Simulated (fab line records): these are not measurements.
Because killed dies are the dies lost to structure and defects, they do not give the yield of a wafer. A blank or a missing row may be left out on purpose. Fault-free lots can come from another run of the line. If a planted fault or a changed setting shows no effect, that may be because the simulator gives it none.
fab line records | flow sky130
record: lots: 6 wafers: 18 last_day: 50
route steps=708 shown PWDE@55 NWELL@56 VT_ADJUST_HVTP@85 PAD_OPEN@708
lots untouched by any fault: they come from a run of this same line in which no faults occurred
start_h: the number of hours between the record's first day and the start of the first shown wafer of the lot | wait_h: hours since the lot's step before | " same as the row above | L1.1+2: a single row standing in for several wafers | - no value, or no start was given | * or withheld: withheld | < > ~ a bound
route shown NAME@n: NAME is a module with steps in the file, n the number in the route of the first one | usual: mean and standard deviation over wafers with no fault | same: alike in all rows | chamber/n: place in a boat | sites: each site's reading | _std_site: the standard deviation of these | _edge_site: inner sites' mean taken away from outer sites' mean | radius_mm: how far each site lies from the wafer's centre | mask NAME#n: copy n | behind: the most recent tool/chamber to have shaped the wafer | hold: why the lot was held/for how many hours/how that ended | device: the transistor (n, p or np) that didn't switch | end of line: at the end of the route, the tests of the same wafers | for a step that has no rows: nothing shown but its recipe | killed: at the first sort, the dies lost to defects and structure; wafer yield is something else | map: dies across one wafer; x = killed, . = not, _ = none there
set.NAME: the run value of the setting; set.NAME@STEP: its run value at that earlier step | model.NAME: the simulator's own value behind a step, which no gauge read
a table for each step, a row for each wafer; lots at some steps of the route
services: the hour from which a tool's chamber was out of use, counted from the record's first day as start_h (under 0 if before that day), plus the number of hours and why
== steps ==
step: SKY_PWDE_TW_MEAS_10
usual: PWDE_TW: 376/6.1
columns lot.wafer tool chamber start_h wait_h PWDE_TW
L163.2 film_metro-01 - 71.41 0.1 369
L163.3 " - " " 368
L163.6 " - " " 371
L168.1 film_metro-02 - 103.85 0.1 388
L168.2 " - " " 386
L168.4 " - " " 386
L170.1 film_metro-02 - 114.65 0.1 385
L170.2 " - " " 386
L170.6 " - " " 387
L182.4 film_metro-01 - 178.83 0.1 374
L182.5 " - " " 372
L182.6 " - " " 373
L183.2 film_metro-02 - 185.50 0.1 383
L183.3 " - " " 384
L183.6 " - " " 383
L184.1 film_metro-01 - 192.30 0.1 374
L184.5 " - " " 375
L184.6 " - " " 372
step: SKY_NWELL_DEHYDRATE_03
recipe: temp_c: 200 time_s: 60
step: SKY_NWELL_HMDS_04
recipe: prime_time_s: 60 prime_temp_c: 120
step: SKY_NWELL_COAT_05
recipe: spin_rpm: 2000 resist_thk_nm: 3000
step: SKY_NWELL_SOFTBAKE_06
recipe: temp_c: 110 time_s: withheld
step: SKY_NWELL_EXPOSE_07
recipe: mask_id: NWM na: 0.6 source_shape: conventional sigma_outer: 0.6 polarization: unpolarized target_cd_nm: 840 dose_mj: 255
step: SKY_NWELL_PEB_08
recipe: temp_c: 115 time_s: withheld
step: SKY_NWELL_DEVELOP_09
recipe: wall_angle_deg: 90 developer: TMAH develop_time_s: 60 dev_temp_c: 23
step: SKY_NWELL_OVL_MEAS_10
usual: NWELL_00_OVL: 0.1/1.7
columns lot.wafer tool chamber start_h wait_h NWELL_00_OVL[nm]
L163.2 overlay-01 - 87.87 - 2.7
L163.3 " - " " 3.9
L163.6 " - " " 2.8
L168.1 overlay-02 - 121.50 - 1.0
L168.2 " - " " 0.9
L168.4 " - " " -1.3
L170.1 overlay-01 - 133.11 - 0.3
L170.2 " - " " 0.6
L170.6 " - " " -0.5
L182.4 overlay-02 - 200.53 - 2.4
L182.5 " - " " -0.3
L182.6 " - " " 1.8
L183.2 overlay-01 - 206.56 - 1.8
L183.3 " - " " 2.4
L183.6 " - " " 0.8
L184.1 overlay-01 - 213.70 - -1.2
L184.5 " - " " 1.4
L184.6 " - " " 0.5
step: SKY_NWELL_IMPLANT_11
recipe: species: P energy_kev: 393.8 dose_cm2: 1.9e+13 tilt_deg: withheld
step: SKY_NWELL_IMPLANT_12
recipe: species: P energy_kev: 120 dose_cm2: 1.3e+12 tilt_deg: withheld
step: SKY_NWELL_IMPLANT_13
recipe: species: P energy_kev: 50 dose_cm2: 7e+11 tilt_deg: withheld
step: SKY_NWELL_STRIP_14
recipe: chemistry: O2/N2 power_w: 1400 pressure_mtorr: 1500 platen_temp_c: withheld o2_flow_sccm: 3000 n2_flow_sccm: 300 overash_fraction: 0.5
usual: chamber_pressure_mTorr: 1500.0/1.3 drypump_motor_current_A: 5.7/0.5 oes_product_au: 0.722/0.0047 strip_time_to_endpoint_s: 36.89/0.1
columns lot.wafer tool chamber start_h wait_h chamber_pressure_mTorr drypump_motor_current_A oes_product_au rf_hours_counter_h strip_time_to_endpoint_s
L163.2 plasma_asher-03 0 88.35 0.1 1500.0 5.7 0.727 40 37.05
L163.3 " 0 " " 1500.7 5.7 0.721 - 37.00
L163.6 " 1 " " 1501.8 4.7 0.720 - 37.05
L168.1 plasma_asher-02 1 121.98 0.1 1497.4 5.8 0.720 46 36.97
L168.2 " 0 " " 1497.0 6.2 0.720 46 36.82
L168.4 " 0 " " 1500.2 6.2 0.730 - 37.01
L170.1 plasma_asher-02 1 133.60 0.1 1499.7 5.8 0.723 47 36.78
L170.2 " 0 " " 1497.0 6.2 0.724 47 36.86
L170.6 " 1 " " 1501.2 5.8 0.733 - 36.78
L182.4 plasma_asher-01 0 201.03 0.1 1500.4 4.9 0.720 - 37.02
L182.5 " 0 " " 1500.0 5.0 0.715 - 37.12
L182.6 " 1 " " 1500.8 5.5 0.728 - 37.01
L183.2 plasma_asher-02 0 207.04 0.1 1500.9 6.2 0.725 55 36.91
L183.3 " 0 " " 1499.9 6.2 0.708 - 36.99
L183.6 " 1 " " 1502.1 5.8 0.727 - 36.84
L184.1 plasma_asher-03 1 214.19 0.1 1501.8 4.7 0.715 10 36.96
L184.5 " 0 " " 1497.1 5.7 0.728 - 37.05
L184.6 " 1 " " 1498.5 4.7 0.725 - 36.94
step: SKY_NWELL_TW_MEAS_15
usual: NWELL_TW: 1831/28
columns lot.wafer tool chamber start_h wait_h NWELL_TW
L163.2 film_metro-02 - 88.46 0.1 1860
L163.3 " - " " 1866
L163.6 " - " " 1865
L168.1 film_metro-02 - 122.08 0.1 1863
L168.2 " - " " 1859
L168.4 " - " " 1860
L170.1 film_metro-01 - 133.70 0.1 1813
L170.2 " - " " 1805
L170.6 " - " " 1808
L182.4 film_metro-03 - 201.13 0.1 1807
L182.5 " - " " 1813
L182.6 " - " " 1813
L183.2 film_metro-01 - 207.15 0.1 1819
L183.3 " - " " 1813
L183.6 " - " " 1811
L184.1 film_metro-03 - 214.29 0.1 1810
L184.5 " - " " 1806
L184.6 " - " " 1805
step: SKY_NWELL_DEHYDRATE_16
recipe: temp_c: 200 time_s: 60
step: SKY_NWELL_HMDS_17
recipe: prime_time_s: 60 prime_temp_c: 120
step: SKY_NWELL_COAT_18
recipe: spin_rpm: 2000 resist_thk_nm: 3000
step: SKY_NWELL_SOFTBAKE_19
recipe: temp_c: 110 time_s: withheld
step: SKY_NWELL_EXPOSE_20
recipe: mask_id: NWM_COMPLEMENT na: 0.6 source_shape: conventional sigma_outer: 0.6 polarization: unpolarized target_cd_nm: 840 dose_mj: 260
step: SKY_NWELL_PEB_21
recipe: temp_c: 115 time_s: withheld
step: SKY_NWELL_DEVELOP_22
recipe: wall_angle_deg: 90 developer: TMAH develop_time_s: 60 dev_temp_c: 23
step: SKY_NWELL_OVL_MEAS_23
usual: NWELL_01_OVL: 0.4/1.3
columns lot.wafer tool chamber start_h wait_h NWELL_01_OVL[nm]
L163.2 overlay-01 - 105.21 - -2.0
L163.3 " - " " -1.9
L163.6 " - " " -2.8
L168.1 overlay-01 - 140.55 - 0.5
L168.2 " - " " 0.1
L168.4 " - " " 0.8
L170.1 overlay-02 - 152.85 - 1.8
L170.2 " - " " 1.4
L170.6 " - " " 1.3
L182.4 overlay-02 - 223.62 - -2.3
L182.5 " - " " 0.2
L182.6 " - " " 0.1
L183.2 overlay-02 - 228.95 - 0.3
L183.3 " - " " 0.4
L183.6 " - " " 0.7
L184.1 overlay-01 - 237.76 - 1.4
L184.5 " - " " -1.0
L184.6 " - " " 0.2
step: SKY_NWELL_IMPLANT_24
recipe: species: B energy_kev: 140 dose_cm2: 9.2e+12 tilt_deg: withheld
step: SKY_NWELL_STRIP_25
recipe: chemistry: O2/N2 power_w: 1400 pressure_mtorr: 1500 platen_temp_c: withheld o2_flow_sccm: 3000 n2_flow_sccm: 300 overash_fraction: 0.5
usual: chamber_pressure_mTorr: 1500.0/1.3 drypump_motor_current_A: 5.4/0.49 oes_product_au: 0.723/0.0044 strip_time_to_endpoint_s: 36.86/0.099
columns lot.wafer tool chamber start_h wait_h chamber_pressure_mTorr drypump_motor_current_A oes_product_au rf_hours_counter_h strip_time_to_endpoint_s
L163.2 plasma_asher-01 0 105.39 0.1 1499.2 4.9 0.726 41 36.91
L163.3 " 1 " " 1500.0 5.5 0.729 - 36.84
L163.6 " 1 " " 1498.7 5.5 0.720 - 37.00
L168.1 plasma_asher-01 1 140.74 0.1 1501.4 5.5 0.729 45 36.96
L168.2 " 0 " " 1500.5 5.0 0.725 45 37.06
L168.4 " 1 " " 1499.5 5.5 0.722 - 36.97
L170.1 plasma_asher-01 0 153.04 0.1 1500.5 4.9 0.725 46 36.93
L170.2 " 1 " " 1499.5 5.5 0.730 46 36.76
L170.6 " 1 " " 1499.5 5.5 0.725 - 36.96
L182.4 plasma_asher-01 1 223.82 0.1 1499.8 5.5 0.727 - 37.04
L182.5 " 0 " " 1497.9 4.9 0.721 - 37.02
L182.6 " 1 " " 1500.3 5.5 0.719 - 36.99
L183.2 plasma_asher-02 0 229.13 0.1 1500.4 6.2 0.719 57 36.84
L183.3 " 1 " " 1498.4 5.8 0.723 - 36.86
L183.6 " 1 " " 1501.1 5.8 0.721 - 36.83
L184.1 plasma_asher-02 1 237.95 0.1 1499.4 5.8 0.715 58 36.93
L184.5 " 0 " " 1500.5 6.2 0.723 - 37.01
L184.6 " 1 " " 1499.8 5.8 0.720 - 36.92
step: SKY_NWELL_TW_MEAS_26
usual: NWELL_2_TW: 497/6.1
columns lot.wafer tool chamber start_h wait_h NWELL_2_TW
L163.2 film_metro-02 - 105.50 0.1 510
L163.3 " - " " 512
L163.6 " - " " 512
L168.1 film_metro-01 - 140.84 0.1 495
L168.2 " - " " 492
L168.4 " - " " 495
L170.1 film_metro-01 - 153.14 0.1 493
L170.2 " - " " 493
L170.6 " - " " 493
L182.4 film_metro-01 - 223.92 0.1 491
L182.5 " - " " 493
L182.6 " - " " 492
L183.2 film_metro-03 - 229.24 0.1 493
L183.3 " - " " 494
L183.6 " - " " 495
L184.1 film_metro-01 - 238.05 0.1 496
L184.5 " - " " 493
L184.6 " - " " 496
step: SKY_NWELL_CLEAN_27
recipe: chemistry: SC1/SC2 mix: 1:4:20 temp_c: 70 time_s: 150 dry: n2_spin
step: SKY_NWELL_RTA_28
recipe: temp_c: 1050 time_s: 30 idle_temp_c: 650 ramp_up_c_per_s: 150 ramp_down_c_per_s: 90 ambient: N2
usual: anneal_temp_c_max: 1056.1/1.6 lamp_power_pct: 25.31/0.053 wafer_temp_C_max: 1054.9/0.93
columns lot.wafer tool chamber start_h wait_h anneal_temp_c_max lamp_power_pct wafer_temp_C_max
L163.2 rtp_anneal-01 0 105.62 0.0 1055.4 25.36 1053.4
L163.3 " 0 " " 1057.2 25.27 1054.6
L163.6 " 0 " " 1055.8 25.18 1053.1
L168.1 rtp_anneal-01 0 140.95 0.0 1055.7 25.39 1055.9
L168.2 " 0 " " 1060.6 25.35 1053.8
L168.4 " 0 " " 1057.9 25.34 1054.9
L170.1 rtp_anneal-01 0 153.25 0.0 1056.9 25.36 1054.5
L170.2 " 0 " " 1057.2 25.38 1054.7
L170.6 " 0 " " 1058.2 25.31 1055.0
L182.4 rtp_anneal-02 0 224.10 0.1 1054.9 25.30 1054.5
L182.5 " 0 " " 1054.6 25.29 1053.6
L182.6 " 0 " " 1054.4 25.28 1056.1
L183.2 rtp_anneal-01 0 229.41 0.0 1056.8 25.24 1054.4
L183.3 " 0 " " 1056.6 25.36 1055.5
L183.6 " 0 " " 1057.3 25.28 1054.2
L184.1 rtp_anneal-02 0 238.16 0.0 1056.3 25.34 1053.8
L184.5 " 0 " " 1056.1 25.32 1057.2
L184.6 " 0 " " 1055.7 25.35 1054.4
step: SKY_NWELL_RS_MEAS_29
recipe: thk_meas_gauge: four-point-probe
usual: NWELL_RS: 627.3/1.8
columns lot.wafer tool chamber start_h wait_h NWELL_RS[ohm/sq]
L163.2 film_metro-01 - 105.72 0.1 629.0
L163.3 " - " " 629.3
L163.6 " - " " 628.0
L168.1 film_metro-03 - 141.05 0.1 626.4
L168.2 " - " " 629.1
L168.4 " - " " 626.6
L170.1 film_metro-03 - 153.35 0.1 626.8
L170.2 " - " " 626.0
L170.6 " - " " 628.7
L182.4 film_metro-03 - 224.21 0.1 627.1
L182.5 " - " " 628.9
L182.6 " - " " 628.9
L183.2 film_metro-02 - 229.51 0.1 625.6
L183.3 " - " " 624.6
L183.6 " - " " 623.9
L184.1 film_metro-03 - 238.26 0.1 628.6
L184.5 " - " " 626.3
L184.6 " - " " 627.2
step: SKY_NWELL_RS_MEAS_31
recipe: thk_meas_gauge: four-point-probe
usual: PWDE_RS: 5280/17
columns lot.wafer tool chamber start_h wait_h PWDE_RS[ohm/sq]
L163.2 film_metro-01 - 105.96 0.1 5280
L163.3 " - " " 5288
L163.6 " - " " 5276
L168.1 film_metro-03 - 141.29 0.1 5256
L168.2 " - " " 5279
L168.4 " - " " 5286
L170.1 film_metro-03 - 153.59 0.1 5256
L170.2 " - " " 5263
L170.6 " - " " 5265
L182.4 film_metro-03 - 224.45 0.1 5281
L182.5 " - " " 5260
L182.6 " - " " 5265
L183.2 film_metro-02 - 229.75 0.1 5252
L183.3 " - " " 5267
L183.6 " - " " 5239
L184.1 film_metro-03 - 238.50 0.1 5290
L184.5 " - " " 5290
L184.6 " - " " 5278
step: SKY_VT_ADJUST_HVTP_DEHYDRATE_00
recipe: temp_c: 200 time_s: 60
step: SKY_VT_ADJUST_HVTP_HMDS_01
recipe: prime_time_s: 60 prime_temp_c: 120
step: SKY_VT_ADJUST_HVTP_COAT_02
recipe: resist: NOVOLAK spin_rpm: 3057 resist_thk_nm: 1140
step: SKY_VT_ADJUST_HVTP_SOFTBAKE_03
recipe: temp_c: 90 time_s: 60 resist: NOVOLAK
step: SKY_VT_ADJUST_HVTP_EXPOSE_04
recipe: mask_id: HVTPM na: 0.6 source_shape: conventional sigma_outer: 0.6 polarization: unpolarized target_cd_nm: 380 dose_mj: 140
step: SKY_VT_ADJUST_HVTP_PEB_05
recipe: temp_c: withheld time_s: * resist: NOVOLAK
step: SKY_VT_ADJUST_HVTP_DEVELOP_06
recipe: resist: NOVOLAK developer: TMAH develop_time_s: 60 dev_temp_c: 23
step: SKY_VT_ADJUST_HVTP_CD_MEAS_07
recipe: target_cd_nm: 380
usual: cd_nm: 381.0/2.9
columns lot.wafer tool chamber start_h wait_h cd_nm
L163.2 cd_sem-01 - 124.03 0.1 382.7
L163.3 " - " " 383.0
L163.6 " - " " 384.6
L168.1 cd_sem-02 - 161.51 0.1 382.1
L168.2 " - " " 380.0
L168.4 " - " " 381.6
L170.1 cd_sem-02 - 173.46 0.1 380.6
L170.2 " - " " 383.8
L170.6 " - " " 383.5
L182.4 cd_sem-01 - 248.37 0.1 377.2
L182.5 " - " " 376.2
L182.6 " - " " 378.8
L183.2 cd_sem-02 - 253.48 0.1 383.3
L183.3 " - " " 382.0
L183.6 " - " " 385.9
L184.1 cd_sem-02 - 261.95 0.1 381.4
L184.5 " - " " 378.5
L184.6 " - " " 382.5
step: SKY_VT_ADJUST_HVTP_OVL_MEAS_08
usual: VT_ADJUST_HVTP_OVL: 0.7/1.3
columns lot.wafer tool chamber start_h wait_h VT_ADJUST_HVTP_OVL[nm]
L163.2 overlay-01 - 124.14 0.1 1.0
L163.3 " - " " 1.1
L163.6 " - " " 0.1
L168.1 overlay-02 - 161.63 0.1 3.6
L168.2 " - " " 2.5
L168.4 " - " " 4.3
L170.1 overlay-02 - 173.58 0.1 0.4
L170.2 " - " " -0.2
L170.6 " - " " 0.6
L182.4 overlay-02 - 248.45 0.1 3.0
L182.5 " - " " 3.3
L182.6 " - " " 3.5
L183.2 overlay-02 - 253.59 0.1 2.5
L183.3 " - " " 1.7
L183.6 " - " " 0.8
L184.1 overlay-02 - 262.07 0.1 -1.7
L184.5 " - " " -1.8
L184.6 " - " " -1.2
step: SKY_VT_ADJUST_HVTP_IMPLANT_09
recipe: species: As energy_kev: 150 dose_cm2: 4.3e+12 tilt_deg: withheld
step: SKY_VT_ADJUST_HVTP_STRIP_10
recipe: chemistry: O2/N2 power_w: 1400 pressure_mtorr: 1500 platen_temp_c: withheld o2_flow_sccm: 3000 n2_flow_sccm: 300 overash_fraction: 0.5
usual: chamber_pressure_mTorr: 1499.8/1.5 drypump_motor_current_A: 5.7/0.56 oes_product_au: 0.716/0.0043 strip_time_to_endpoint_s: 14.05/0.039
columns lot.wafer tool chamber start_h wait_h chamber_pressure_mTorr drypump_motor_current_A oes_product_au rf_hours_counter_h strip_time_to_endpoint_s
L163.2 plasma_asher-02 0 124.32 0.1 1499.4 6.2 0.714 46 14.10
L163.3 " 0 " " 1497.4 6.2 0.712 - 14.10
L163.6 " 0 " " 1498.3 6.2 0.723 - 14.07
L168.1 plasma_asher-03 1 161.82 0.1 1499.8 4.7 0.717 4 14.03
L168.2 " 0 " " 1499.3 5.7 0.715 4 14.10
L168.4 " 1 " " 1500.6 4.6 0.718 - 14.08
L170.1 plasma_asher-04 1 173.77 0.1 1501.9 5.4 0.712 34 14.04
L170.2 " 0 " " 1499.6 6.3 0.710 34 14.03
L170.6 " 0 " " 1501.3 6.3 0.717 - 14.03
L182.4 plasma_asher-02 0 248.65 0.1 1500.1 6.2 0.714 - 14.09
L182.5 " 0 " " 1498.4 6.2 0.723 - 14.07
L182.6 " 1 " " 1498.4 5.8 0.713 - 14.14
L183.2 plasma_asher-02 0 253.77 0.1 1499.9 6.2 0.711 59 14.02
L183.3 " 0 " " 1502.6 6.2 0.720 - 14.02
L183.6 " 0 " " 1499.9 6.2 0.712 - 14.01
L184.1 plasma_asher-04 0 262.25 0.1 1499.8 6.3 0.709 42 14.05
L184.5 " 1 " " 1499.9 5.4 0.715 - 14.05
L184.6 " 0 " " 1497.3 6.3 0.713 - 14.06
step: SKY_VT_ADJUST_HVTP_TW_MEAS_11
usual: VT_ADJUST_HVTP_TW: 1366/18
columns lot.wafer tool chamber start_h wait_h VT_ADJUST_HVTP_TW
L163.2 film_metro-02 - 124.43 0.1 1383
L163.3 " - " " 1381
L163.6 " - " " 1377
L168.1 film_metro-04 - 161.92 0.1 1353
L168.2 " - " " 1353
L168.4 " - " " 1358
L170.1 film_metro-04 - 173.87 0.1 1359
L170.2 " - " " 1358
L170.6 " - " " 1368
L182.4 film_metro-02 - 248.75 0.1 1393
L182.5 " - " " 1388
L182.6 " - " " 1394
L183.2 film_metro-02 - 253.88 0.1 1388
L183.3 " - " " 1392
L183.6 " - " " 1391
L184.1 film_metro-02 - 262.35 0.1 1388
L184.5 " - " " 1397
L184.6 " - " " 1388
step: SKY_PAD_OPEN_PROBE_99
usual: killed_at_M0_to_M3: 43/6.9 killed_at_M4_up: 3.2/2 killed_at_contacts: 25/5.1 killed_at_front_end: 15/4.5 killed_at_other: 0.2/0.51 killed_dies: 85/9.5 killed_on_rim: 16/3.7 killed_open: 48/6.9 killed_short: 38/6.7
same: gross_dies: 492 killed_at_back_side: 0
columns lot.wafer tool chamber start_h wait_h killed_at_M0_to_M3 killed_at_M4_up killed_at_contacts killed_at_front_end killed_at_other killed_dies killed_on_rim killed_open killed_short
L168.1 prober-02 - 1117.66 0.1 39 1 17 19 0 76 16 44 32
L168.2 prober-02 - 1117.71 0.1 41 8 24 69 1 143 18 40 48
L168.4 prober-02 - 1117.81 0.2 39 3 30 68 0 140 22 52 41
L170.1 prober-02 - 1124.05 0.1 48 0 26 10 0 84 12 54 30
L170.2 prober-02 - 1124.10 0.1 44 3 17 63 0 127 16 49 33
L170.6 prober-02 - 1124.30 0.2 44 5 17 9 0 75 15 49 26
L183.2 prober-01 - 1187.33 0.1 45 2 29 17 0 93 12 54 39
L183.3 prober-01 - 1187.38 0.2 35 3 26 20 0 84 13 51 33
L183.6 prober-01 - 1187.53 0.2 48 3 28 8 0 87 11 46 41
L184.1 prober-02 - 1192.80 0.1 42 2 17 16 0 77 16 45 32
L184.5 prober-02 - 1193.00 0.2 42 0 28 20 1 91 23 52 39
L184.6 prober-02 - 1193.05 0.2 42 1 17 24 0 84 18 46 38
killed by level:class
L168.1 VIA1:geometric_particle:open=8 METAL2:geometric_particle:short=8 LI_CONTACT:geometric_particle:open=6 VIA2:geometric_particle:open=6 CONTACT:geometric_particle:short=5 POLY_GATE:geometric_particle:open=4 VIA3:geometric_particle:open=4 CONTACT:geometric_particle:open=4
L168.2 NWELL:unspecified=55 VIA1:geometric_particle:open=10 CONTACT:geometric_particle:open=8 CONTACT:geometric_particle:short=7 VIA1:geometric_particle:short=5 LI_CONTACT:geometric_particle:open=5 METAL1:geometric_particle:short=5 VIA2:geometric_particle:open=5
L168.4 NWELL:unspecified=47 FIELD_ISO:geometric_particle:open=13 CONTACT:geometric_particle:open=11 VIA1:geometric_particle:open=9 VIA1:geometric_particle:short=6 FIELD_ISO:geometric_particle:short=5 LI_CONTACT:geometric_particle:open=5 CONTACT:geometric_particle:short=5
L170.1 CONTACT:geometric_particle:open=11 VIA3:geometric_particle:open=11 VIA1:geometric_particle:open=10 LI_CONTACT:geometric_particle:open=7 VIA2:geometric_particle:open=6 METAL1:geometric_particle:short=5 FIELD_ISO:geometric_particle:short=4 METAL2:geometric_particle:short=3
L170.2 NWELL:unspecified=45 VIA3:geometric_particle:open=11 VIA1:geometric_particle:open=9 POLY_GATE:geometric_particle:short=6 LI_CONTACT:geometric_particle:open=6 VIA1:geometric_particle:short=6 CONTACT:geometric_particle:open=5 VIA2:geometric_particle:open=5
L170.6 VIA1:geometric_particle:open=14 LI_CONTACT:geometric_particle:open=6 METAL2:geometric_particle:short=6 SPACER:geometric_particle:open=5 CONTACT:geometric_particle:open=5 METAL2:geometric_particle:open=5 VIA2:geometric_particle:open=5 VIA3:geometric_particle:open=4
L183.2 LI_CONTACT:geometric_particle:open=10 VIA1:geometric_particle:open=9 VIA2:geometric_particle:open=8 METAL2:geometric_particle:short=7 VIA3:geometric_particle:open=7 CONTACT:geometric_particle:short=6 CONTACT:geometric_particle:open=6 POLY_GATE:geometric_particle:open=5
L183.3 CONTACT:geometric_particle:open=11 LI_CONTACT:geometric_particle:open=7 FIELD_ISO:geometric_particle:open=5 POLY_GATE:geometric_particle:short=5 METAL2:geometric_particle:open=5 VIA1:geometric_particle:open=5 VIA2:geometric_particle:short=5 VIA2:geometric_particle:open=5
L183.6 VIA3:geometric_particle:open=10 CONTACT:geometric_particle:open=9 VIA2:geometric_particle:open=9 METAL3:geometric_particle:short=7 CONTACT:geometric_particle:short=7 LI_CONTACT:geometric_particle:open=5 METAL1:geometric_particle:short=5 VIA1:geometric_particle:open=5
L184.1 VIA1:geometric_particle:open=12 VIA2:geometric_particle:open=6 LI_CONTACT:geometric_particle:open=6 CONTACT:geometric_particle:open=5 FIELD_ISO:geometric_particle:open=4 VIA2:geometric_particle:short=4 VIA3:geometric_particle:open=4 METAL2:geometric_particle:short=4
L184.5 LI_CONTACT:geometric_particle:open=8 CONTACT:geometric_particle:open=8 VIA3:geometric_particle:open=7 METAL1:geometric_particle:short=6 METAL2:geometric_particle:short=6 FIELD_ISO:geometric_particle:open=5 POLY_GATE:geometric_particle:short=5 VIA1:geometric_particle:short=5
L184.6 FIELD_ISO:geometric_particle:short=7 METAL2:geometric_particle:short=7 CONTACT:geometric_particle:open=7 VIA1:geometric_particle:open=7 VIA3:geometric_particle:open=6 FIELD_ISO:geometric_particle:open=5 POLY_GATE:geometric_particle:open=4 LI_CONTACT:geometric_particle:open=4
map L168.2 (x killed, . not)
__________.x......x._________
________....x.x......._______
______....x.........x..._____
_____.x.xx............x..____
____.xx.....x..x..........___
___x....x.x.x..x.x...x.....__
__.............x.x....x.x.x._
_............x..x............
_..xx....x.x..x...x....x.....
_.........x......x........x..
_...xxxxx.xx.x.x..x.x.x......
_...xxxxxxxx......x....x..x..
_.xxxxxxxxxx....x.......x..x.
_x.xxxxxxxxxx...x.....x..xx..
_xxxx.xxxxxxxxx...x..x..x....
__.xxxxxx.xx............xx.._
___.xxxx.xxx.....x....x....__
____x.xxx.......xx.......x___
_____.........x.x.......x____
______...x.x....xx....x._____
________........x...xx_______
__________x........._________
map L170.2 (x killed, . not)
__________........x._________
________.....x..x.x.x._______
______..x.....xx..x.x..x_____
_____.x......x..x........____
____x..x....x..x.....xx...___
___x............xx......x..__
__....x..x...xx............x_
_............x.x......xxxx...
_....x...........x...........
_......x....x.x.....x........
_x....xxxx..x...........x..x.
_...xxxxxxx..........x.......
_.xx.xxxxxxxx......x.x......x
_..xxxxxxxxxx..xx......x.....
_..xxxxxxxxxx..........x.....
__.xxxxxxxx.x.x.....x......._
___...xxxx...........x..x.x__
____..xxx...x........x.x..___
_____..x.................____
______.xx.......x..x...._____
________...x....x..x.._______
__________.......x.._________
== services ==
columns tool chamber start_h hours kind
plasma_asher-03 - 108.75 9.0 pm
plasma_asher-03 0 108.75 9.0 vent_cycle
plasma_asher-03 1 108.75 9.0 vent_cycle
plasma_asher-03 0 117.75 - clean
plasma_asher-03 1 117.75 - clean
plasma_asher-03 - 122.81 2.5 repair
plasma_asher-04 - 197.58 12.7 repair
plasma_asher-01 - 207.45 2.7 repair
rtp_anneal-01 - 250.70 3.3 repair
== key ==
first_sign: step: SKY_PAD_OPEN_PROBE_99 reading: killed_at_front_end direction: up sigmas: 11 usual: 15 struck: 67
effect: step: SKY_PAD_OPEN_PROBE_99 reading: killed_dies direction: up sigmas: 5.4 usual: 85 struck: 137
met_at SKY_NWELL_STRIP_14
struck_wafers L168.2,L168.4,L170.2
tester_left_out L168,L170
fault: kind: chamber_particle_source tool: plasma_asher-02 chamber: 0 onset_h: 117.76 steps: SKY_NWELL_STRIP_14 rate_per_visit_cm2: 0.73031 end_h: 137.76
tester_left_out: of these lots the tester's yield and bins aren't shown, on N5 and GAA mostly nor the transistor test; their killed dies are dies lost to structure and defects alone, not to doping, threshold or leakage, so they don't give the yield
